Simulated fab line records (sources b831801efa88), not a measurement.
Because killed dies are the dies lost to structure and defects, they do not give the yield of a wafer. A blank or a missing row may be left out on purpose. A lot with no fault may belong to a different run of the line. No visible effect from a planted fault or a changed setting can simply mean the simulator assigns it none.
fab line records ; flow sky130
record lots=12; wafers=35; last_day=50
route steps=708 shown PWDE@52 NWELL@76 GATE_OXIDE@200 METAL2@495 PAD_OPEN@708
lots untouched by any fault: they come from a run of this same line in which no faults occurred
start_h: hours from the record's first day to the start of the lot's first wafer shown ; wait_h: time in hours since the lot's previous step ; " as in the row above ; L1.1+2: a single row standing in for several wafers ; - no value present, or no start provided ; * or withheld: withheld ; < > ~ a bound
route shown NAME@n: NAME is a module with steps in the file, n the number in the route of the first one ; usual: mean and standard deviation over wafers with no fault ; same: alike in all rows ; chamber/n: place in a boat ; sites: readings site by site ; _std_site: the standard deviation of these ; _edge_site: outer sites' mean less inner sites' ; radius_mm: for every site, how far away it sits from the centre of the wafer ; mask NAME#n: copy n ; behind: the tool/chamber that last shaped the wafer ; hold: cause of the lot's hold/its duration in hours/its outcome ; device: the n, p or np transistor that did not switch ; end of line: the same wafers' tests at the end of the route ; for a step that has no rows: nothing shown but its recipe ; killed: not the wafer's yield, but the dies lost to structure and defects at the first sort ; map: per-die view of a wafer (x killed, . not killed, _ where there is no die)
set.NAME: the setting that was run; set.NAME@STEP: the one run at that earlier step ; model.NAME: the simulator's own value behind a step, which no gauge read
route steps across a sampled set of lots; one table per step, one row per wafer
services: from which hour (start_h, from the record's first day; less than 0 if before it) a tool's chamber was out of use, for how many hours, and why
## steps
# step SKY_PWDE_OVL_MEAS_07
# usual PWDE_OVL=-0.8/1.6
lot.wafer;tool;chamber;start_h;wait_h;PWDE_OVL[nm]
L222.3;overlay-02;-;88.00;-;-1.6
L222.5;overlay-02;-;88.00;-;-1.2
L222.6;overlay-02;-;88.00;-;-2.9
L224.1;overlay-01;-;98.21;-;0.4
L224.2;overlay-01;-;98.21;-;-2.2
L224.4;overlay-01;-;98.21;-;-1.2
L225.2;overlay-02;-;98.91;-;-2.6
L225.3;overlay-02;-;98.91;-;-3.0
L225.4;overlay-02;-;98.91;-;-0.9
L226.2;overlay-01;-;106.42;-;-0.4
L226.5;overlay-01;-;106.42;-;-0.8
L227.2;overlay-01;-;114.20;-;-1.9
L227.5;overlay-01;-;114.20;-;1.5
L227.6;overlay-01;-;114.20;-;0.4
L228.1;overlay-02;-;118.71;-;1.9
L228.4;overlay-02;-;118.71;-;0.8
L228.5;overlay-02;-;118.71;-;1.4
L236.1;overlay-02;-;169.24;-;0.1
L236.4;overlay-02;-;169.24;-;-1.3
L236.6;overlay-02;-;169.24;-;0.1
L238.1;overlay-01;-;175.61;-;-2.8
L238.4;overlay-01;-;175.61;-;-2.1
L238.6;overlay-01;-;175.61;-;-1.8
L239.1;overlay-02;-;179.16;-;2.1
L239.2;overlay-02;-;179.16;-;1.0
L239.4;overlay-02;-;179.16;-;2.3
L240.2;overlay-02;-;186.01;-;-2.7
L240.3;overlay-02;-;186.01;-;-1.8
L240.6;overlay-02;-;186.01;-;-1.8
L241.2;overlay-02;-;192.31;-;1.4
L241.3;overlay-02;-;192.31;-;-0.3
L241.4;overlay-02;-;192.31;-;1.9
L242.2;overlay-02;-;199.32;-;-1.6
L242.3;overlay-02;-;199.32;-;-1.7
L242.6;overlay-02;-;199.32;-;-2.0
# step SKY_NWELL_OVL_MEAS_23
# usual NWELL_01_OVL=-1.0/1.4
lot.wafer;tool;chamber;start_h;wait_h;NWELL_01_OVL[nm]
L222.3;overlay-02;-;124.03;-;-0.6
L222.5;overlay-02;-;124.03;-;-0.4
L222.6;overlay-02;-;124.03;-;-1.3
L224.1;overlay-01;-;135.76;-;1.1
L224.2;overlay-01;-;135.76;-;0.1
L224.4;overlay-01;-;135.76;-;-0.2
L225.2;overlay-02;-;136.11;-;-3.4
L225.3;overlay-02;-;136.11;-;-0.7
L225.4;overlay-02;-;136.11;-;-1.7
L226.2;overlay-01;-;143.96;-;-2.4
L226.5;overlay-01;-;143.96;-;-0.8
L227.2;overlay-02;-;152.06;-;0.5
L227.5;overlay-02;-;152.06;-;-0.1
L227.6;overlay-02;-;152.06;-;-1.2
L228.1;overlay-01;-;157.59;-;-1.9
L228.4;overlay-01;-;157.59;-;-0.4
L228.5;overlay-01;-;157.59;-;-1.1
L236.1;overlay-01;-;211.56;-;-1.0
L236.4;overlay-01;-;211.56;-;-2.0
L236.6;overlay-01;-;211.56;-;0.1
L238.1;overlay-01;-;218.54;-;-2.3
L238.4;overlay-01;-;218.54;-;-2.3
L238.6;overlay-01;-;218.54;-;-3.4
L239.1;overlay-02;-;223.11;-;-3.1
L239.2;overlay-02;-;223.11;-;-2.9
L239.4;overlay-02;-;223.11;-;-1.1
L240.2;overlay-01;-;230.84;-;0.4
L240.3;overlay-01;-;230.84;-;1.8
L240.6;overlay-01;-;230.84;-;1.5
L241.2;overlay-01;-;236.58;-;-2.5
L241.3;overlay-01;-;236.58;-;-2.3
L241.4;overlay-01;-;236.58;-;-1.2
L242.2;overlay-02;-;246.46;-;1.0
L242.3;overlay-02;-;246.46;-;-0.9
L242.6;overlay-02;-;246.46;-;-1.0
# step SKY_GATE_OXIDE_STRIP_13
# recipe chemistry=O2/N2; power_w=1400; pressure_mtorr=1500; platen_temp_c=withheld; o2_flow_sccm=3000; n2_flow_sccm=300; overash_fraction=0.5
# usual drypump_motor_current_A=5.9/0.35; oes_product_au=0.715/0.0048; strip_time_to_endpoint_s=14.19/0.048
lot.wafer;tool;chamber;start_h;wait_h;drypump_motor_current_A;oes_product_au;rf_hours_counter_h;strip_time_to_endpoint_s
L222.3;plasma_asher-03;0;338.28;0.0;5.8;0.715;-;14.12
L222.5;plasma_asher-03;0;338.28;0.0;5.8;0.724;-;14.08
L222.6;plasma_asher-03;1;338.28;0.0;6.0;0.719;-;14.08
L224.1;plasma_asher-02;1;353.05;0.0;5.4;0.710;21;14.17
L224.2;plasma_asher-02;0;353.05;0.0;6.6;0.717;21;14.16
L224.4;plasma_asher-02;1;353.05;0.0;5.4;0.720;-;14.11
L225.2;plasma_asher-03;1;359.06;0.0;6.0;0.716;67;14.12
L225.3;plasma_asher-03;1;359.06;0.0;6.0;0.715;-;14.14
L225.4;plasma_asher-03;0;359.06;0.0;5.8;0.721;-;14.22
L226.2;plasma_asher-02;1;367.34;0.0;5.4;0.719;23;14.25
L226.5;plasma_asher-02;0;367.34;0.0;6.6;0.718;-;14.24
L227.2;plasma_asher-03;0;371.89;0.0;5.8;0.718;68;14.14
L227.5;plasma_asher-03;1;371.89;0.0;6.0;0.713;-;14.17
L227.6;plasma_asher-03;0;371.89;0.0;5.8;0.715;-;14.18
L228.1;plasma_asher-02;1;391.38;0.0;5.4;0.715;25;14.19
L228.4;plasma_asher-02;0;391.38;0.0;6.6;0.711;-;14.23
L228.5;plasma_asher-02;1;391.38;0.0;5.5;0.718;-;14.23
L236.1;plasma_asher-03;1;461.91;0.0;6.0;0.729;3;14.16
L236.4;plasma_asher-03;1;461.91;0.0;6.0;0.703;-;14.21
L236.6;plasma_asher-03;1;461.91;0.0;5.9;0.717;-;14.13
L238.1;plasma_asher-04;1;470.77;0.0;5.9;0.716;78;14.16
L238.4;plasma_asher-04;0;470.77;0.0;5.8;0.710;-;14.14
L238.6;plasma_asher-04;0;470.77;0.0;5.7;0.717;-;14.11
L239.1;plasma_asher-04;0;474.54;0.0;5.8;0.708;78;14.12
L239.2;plasma_asher-04;1;474.54;0.0;5.9;0.714;78;14.14
L239.4;plasma_asher-04;1;474.54;0.0;5.9;0.710;-;14.12
L240.2;plasma_asher-03;0;487.10;0.0;5.8;0.712;6;14.21
L240.3;plasma_asher-03;1;487.10;0.0;6.0;0.717;-;14.16
L240.6;plasma_asher-03;0;487.10;0.0;5.8;0.718;-;14.21
L241.2;plasma_asher-02;1;491.08;0.0;5.4;0.712;32;14.16
L241.3;plasma_asher-02;0;491.08;0.0;6.6;0.723;-;14.15
L241.4;plasma_asher-02;1;491.08;0.0;5.5;0.719;-;14.17
L242.2;plasma_asher-03;0;504.42;0.0;5.8;0.714;8;14.19
L242.3;plasma_asher-03;0;504.42;0.0;5.9;0.712;-;14.22
L242.6;plasma_asher-03;0;504.42;0.0;5.8;0.715;-;14.18
# step SKY_METAL2_EXPOSE_12
# recipe mask_id=MM2; na=0.8; source_shape=annular; sigma_inner=0.55; sigma_outer=0.85; target_cd_nm=140; dose_mj=28
# same sigma_outer=0.85
lot.wafer;tool;chamber;start_h;wait_h;mask
L222.3+5+6;krf_scanner-02;0;831.66;-;MM2#0
L225.2+3+4;krf_scanner-01;0;851.25;-;MM2#0
L224.1+2+4;krf_scanner-01;0;852.60;-;MM2#0
L226.2+5;krf_scanner-01;0;864.08;-;MM2#0
L227.2+5+6;krf_scanner-01;0;873.42;-;MM2#0
L228.1+4+5;krf_scanner-01;0;881.15;-;MM2#0
L236.1+4+6;krf_scanner-02;0;940.68;-;MM2#0
L238.1+4+6;krf_scanner-02;0;948.15;-;MM2#0
L239.1+2+4;krf_scanner-02;0;953.92;-;MM2#0
L240.2+3+6;krf_scanner-02;0;961.82;-;MM2#0
L241.2+3+4;krf_scanner-02;0;969.57;-;MM2#0
L242.2+3+6;krf_scanner-02;0;974.17;-;MM2#0
# step SKY_METAL2_CD_MEAS_15
# recipe target_cd_nm=140
# usual cd_nm=140.6/1.5
lot.wafer;tool;chamber;start_h;wait_h;cd_nm
L222.3;cd_sem-01;-;845.11;-;140.0
L222.5;cd_sem-01;-;845.11;-;141.2
L222.6;cd_sem-01;-;845.11;-;140.3
L225.2;cd_sem-01;-;864.37;-;139.8
L225.3;cd_sem-01;-;864.37;-;139.9
L225.4;cd_sem-01;-;864.37;-;138.5
L224.1;cd_sem-01;-;865.91;-;139.7
L224.2;cd_sem-01;-;865.91;-;139.8
L224.4;cd_sem-01;-;865.91;-;139.0
L226.2;cd_sem-01;-;876.88;-;117.9
L226.5;cd_sem-01;-;876.88;-;118.2
L227.2;cd_sem-02;-;885.43;-;122.7
L227.5;cd_sem-02;-;885.43;-;122.0
L227.6;cd_sem-02;-;885.43;-;142.1
L228.1;cd_sem-01;-;893.32;-;142.2
L228.4;cd_sem-01;-;893.32;-;142.1
L228.5;cd_sem-01;-;893.32;-;121.9
L236.1;cd_sem-02;-;953.35;-;140.4
L236.4;cd_sem-02;-;953.35;-;138.6
L236.6;cd_sem-02;-;953.35;-;139.5
L238.1;cd_sem-01;-;959.66;-;140.7
L238.4;cd_sem-01;-;959.66;-;140.8
L238.6;cd_sem-01;-;959.66;-;141.2
L239.1;cd_sem-01;-;965.50;-;138.6
L239.2;cd_sem-01;-;965.50;-;139.1
L239.4;cd_sem-01;-;965.50;-;138.4
L240.2;cd_sem-02;-;973.37;-;141.1
L240.3;cd_sem-02;-;973.37;-;140.7
L240.6;cd_sem-02;-;973.37;-;140.7
L241.2;cd_sem-01;-;981.28;-;142.4
L241.3;cd_sem-01;-;981.28;-;143.6
L241.4;cd_sem-01;-;981.28;-;143.3
L242.2;cd_sem-02;-;985.32;-;140.8
L242.3;cd_sem-02;-;985.32;-;140.6
L242.6;cd_sem-02;-;985.32;-;140.1
# step SKY_PAD_OPEN_PROBE_99
# usual defect_limited_yield=81.9/1.9; killed_at_M0_to_M3=45/7.3; killed_at_M4_up=3.2/1.8; killed_at_contacts=25/5.5; killed_at_front_end=15/4.2; killed_at_other=0.3/0.69; killed_dies=89/9.4; killed_open=49/6.6; killed_short=40/6.4; sort_bin_3_pad_short=0.9/0.43; sort_bin_5_function=10.7/1.5; sort_bin_6_memory=6.5/1.2; sort_n_pass=403/9.4; sort_yield_pct=81.9/1.9
# same gross_dies=492; killed_at_back_side=0; sort_bin_4_leakage[%]=0; sort_bin_8_speed[%]=0
lot.wafer;tool;chamber;start_h;wait_h;defect_limited_yield[%];killed_at_M0_to_M3;killed_at_M4_up;killed_at_contacts;killed_at_front_end;killed_at_other;killed_dies;killed_open;killed_short;sort_bin_3_pad_short[%];sort_bin_5_function[%];sort_bin_6_memory[%];sort_n_pass;sort_yield_pct[%]
L222.3;prober-01;-;1094.81;0.2;81.1;47;7;24;15;0;93;52;41;0.6;12.6;5.7;399;81.1
L222.5;prober-01;-;1094.91;0.2;80.1;45;6;34;13;0;98;54;44;1.6;12.0;6.3;394;80.1
L222.6;prober-01;-;1094.96;0.2;79.5;41;2;41;17;0;101;55;46;1.2;11.6;7.7;391;79.5
L226.2;prober-01;-;1120.21;0.1;59.8;162;3;15;17;1;198;48;38;1.0;33.7;5.5;294;59.8
L226.5;prober-01;-;1120.36;0.2;63.6;133;5;27;14;0;179;42;45;0.8;29.5;6.1;313;63.6
L227.2;prober-02;-;1128.22;0.1;79.1;50;1;28;23;1;103;59;36;1.2;12.0;7.7;389;79.1
L227.5;prober-02;-;1128.37;0.2;69.1;105;6;26;13;2;152;47;38;1.4;23.8;5.7;340;69.1
L227.6;prober-02;-;1128.42;0.2;76.0;70;0;28;20;0;118;64;54;1.6;12.8;9.6;374;76.0
L228.1;prober-01;-;1130.56;0.1;81.7;51;6;20;13;0;90;47;43;0.8;11.2;6.3;402;81.7
L228.4;prober-01;-;1130.71;0.2;83.9;44;2;18;15;0;79;49;30;0.6;9.1;6.3;413;83.9
L228.5;prober-01;-;1130.76;0.2;77.0;71;5;19;18;0;113;50;38;0.2;15.7;7.1;379;77.0
# killed by level:class
L222.3 VIA1:geometric_particle:open=16 FIELD_ISO:geometric_particle:open=7 LI_CONTACT:geometric_particle:open=7 VIA1:geometric_particle:short=7 CONTACT:geometric_particle:open=6 METAL2:geometric_particle:short=5 METAL4:geometric_particle:short=5 LI_CONTACT:geometric_particle:short=4
L222.5 VIA1:geometric_particle:open=14 LI_CONTACT:geometric_particle:open=13 CONTACT:geometric_particle:open=10 METAL2:geometric_particle:short=7 FIELD_ISO:geometric_particle:open=6 VIA1:geometric_particle:short=6 CONTACT:geometric_particle:short=6 FIELD_ISO:geometric_particle:short=4
L222.6 LI_CONTACT:geometric_particle:open=21 VIA2:geometric_particle:open=8 VIA3:geometric_particle:open=7 FIELD_ISO:geometric_particle:short=7 METAL2:geometric_particle:short=7 CONTACT:geometric_particle:short=7 CONTACT:geometric_particle:open=6 LI_CONTACT:geometric_particle:short=5
L226.2 METAL2:area_expose=112 VIA1:geometric_particle:open=11 VIA2:geometric_particle:open=9 VIA3:geometric_particle:open=8 METAL1:geometric_particle:short=7 CONTACT:geometric_particle:open=6 FIELD_ISO:geometric_particle:short=5 FIELD_ISO:geometric_particle:open=4
L226.5 METAL2:area_expose=91 CONTACT:geometric_particle:open=13 VIA1:geometric_particle:open=8 FIELD_ISO:geometric_particle:short=6 VIA1:geometric_particle:short=6 LI_CONTACT:geometric_particle:open=5 METAL1:geometric_particle:short=5 METAL2:geometric_particle:short=5
L227.2 CONTACT:geometric_particle:open=11 VIA1:geometric_particle:open=10 LI_CONTACT:geometric_particle:open=9 VIA2:geometric_particle:open=8 METAL2:area_expose=7 FIELD_ISO:geometric_particle:short=6 POLY_GATE:geometric_particle:open=6 POLY_GATE:geometric_particle:short=5
L227.5 METAL2:area_expose=66 VIA1:geometric_particle:open=13 LI_CONTACT:geometric_particle:open=12 CONTACT:geometric_particle:short=6 VIA3:geometric_particle:short=5 VIA1:geometric_particle:short=5 VIA2:geometric_particle:open=5 LI_CONTACT:geometric_particle:short=4
L227.6 CONTACT:geometric_particle:open=13 METAL2:geometric_particle:short=11 VIA1:geometric_particle:open=11 LI_CONTACT:geometric_particle:open=10 VIA3:geometric_particle:open=10 VIA1:geometric_particle:short=9 METAL1:geometric_particle:short=8 VIA2:geometric_particle:open=7
L228.1 VIA1:geometric_particle:open=10 VIA1:geometric_particle:short=9 VIA3:geometric_particle:open=8 CONTACT:geometric_particle:open=8 METAL2:geometric_particle:short=7 LI_CONTACT:geometric_particle:open=6 METAL4:geometric_particle:short=6 FIELD_ISO:geometric_particle:open=5
L228.4 VIA2:geometric_particle:open=14 VIA1:geometric_particle:open=8 CONTACT:geometric_particle:open=7 VIA2:geometric_particle:short=6 VIA3:geometric_particle:open=6 LI_CONTACT:geometric_particle:open=5 FIELD_ISO:geometric_particle:open=3 FIELD_ISO:geometric_particle:short=3
L228.5 METAL2:area_expose=25 VIA1:geometric_particle:open=10 CONTACT:geometric_particle:open=10 VIA2:geometric_particle:open=10 FIELD_ISO:geometric_particle:short=7 VIA3:geometric_particle:open=6 METAL2:geometric_particle:short=5 METAL1:geometric_particle:short=5
## services
tool;chamber;start_h;hours;kind
krf_scanner-02;-;314.99;0.4;repair
krf_scanner-02;-;335.82;1.0;pm
krf_scanner-02;-;361.30;1.3;pm
krf_scanner-02;-;367.84;4.4;pm
krf_scanner-02;-;379.08;0.8;pm
krf_scanner-02;-;425.83;7.5;repair
krf_scanner-02;-;454.42;1.6;repair
krf_scanner-02;-;495.73;0.4;repair
krf_scanner-02;-;504.82;1.0;pm
krf_scanner-02;-;537.20;1.3;pm
krf_scanner-02;-;547.88;0.8;pm
krf_scanner-02;-;564.39;3.6;pm
krf_scanner-02;-;575.68;0.4;repair
krf_scanner-02;-;673.82;1.0;pm
krf_scanner-02;-;689.20;4.0;pm
krf_scanner-02;-;713.10;1.3;pm
krf_scanner-02;-;716.68;0.8;pm
krf_scanner-02;-;783.20;7.2;pm
krf_scanner-02;-;795.60;0.9;repair
krf_scanner-02;-;813.47;0.6;repair
krf_scanner-02;-;842.23;0.5;repair
krf_scanner-02;-;842.82;1.0;pm
krf_scanner-02;-;860.53;6.2;repair
krf_scanner-02;-;860.78;0.9;repair
## key
first_sign step=SKY_METAL2_CD_MEAS_15; reading=cd_nm; direction=down; sigmas=13; usual=140.6; struck=120.5
effect step=SKY_PAD_OPEN_PROBE_99; reading=sort_bin_5_function; direction=up; sigmas=8.2; usual=10.7; struck=22.9; wafers_moved=4
more_kills_born_at SKY_METAL2_EXPOSE_12@krf_scanner-01=301
met_at SKY_METAL2_EXPOSE_12
struck_lots L226,L227,L228
struck_wafers L226.2,L226.5,L227.2,L227.5,L228.5
not_acting_at SKY_PWDE_OVL_MEAS_07,SKY_NWELL_OVL_MEAS_23,SKY_GATE_OXIDE_STRIP_13
onset_between 852.60 864.08
fault kind=process_parameter_drift; tool=krf_scanner-01; chamber=-; onset_h=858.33; steps=SKY_METAL2_EXPOSE_12; channel=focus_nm; offset=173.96; shape=step; end_h=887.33; scope=struck_wafers_only
